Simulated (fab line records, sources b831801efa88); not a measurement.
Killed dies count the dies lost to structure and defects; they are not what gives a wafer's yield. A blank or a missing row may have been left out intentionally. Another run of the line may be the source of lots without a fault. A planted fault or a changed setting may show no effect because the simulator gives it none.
Matching of chambers | flow sky130 | SKY_CAPM_CVD_00 on pecvd-01: 3 sister chambers
The step deposits SiO2, target thk 15.5 nm. 3 wafers are shown with their chamber, then 7 later ones without.

== WAFERS, EACH WITH ITS CHAMBER ==
wafer  | chamber | heaterPowerW (W)
L084.1 | 0       | 579
L091.1 | 1       | 812
L091.2 | 2       | 763

== WAFERS MISSING THEIR CHAMBER ==
wafer  | heaterPowerW (W)
L091.3 | 760
L091.4 | 798
L091.5 | 741
L091.6 | 803
L096.1 | 727
L096.2 | 604
L096.3 | 814

== THE CHAMBER EACH PASSED THROUGH ==
wafer  | from the rows above     | in truth
L091.3 | 2                       | 2
L091.4 | can't be placed: 1 or 2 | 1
L091.5 | 2                       | 2
L091.6 | can't be placed: 1 or 2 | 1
L096.1 | 2                       | 2
L096.2 | 0                       | 0
L096.3 | 1                       | 1
Correctly placed: 5 of 7. Cannot be placed on the basis of these rows: 2; the candidates contain the true chamber in 2. 0 placed wrongly.
How it was worked out, from the rows above alone: a wafer's distance from a chamber is the root of the sum, over the readings, of the square of ((its reading less the chamber's mean) divided by the reading's scatter). The wafer belongs to the nearest chamber; if the next one is less than 2 further off, it can't be placed. For every chamber, the mean is computed from those of its wafers that are shown. The scatter: with one shown wafer a chamber, the root of the mean of the squares of how far each hidden wafer lies from its nearest shown one.
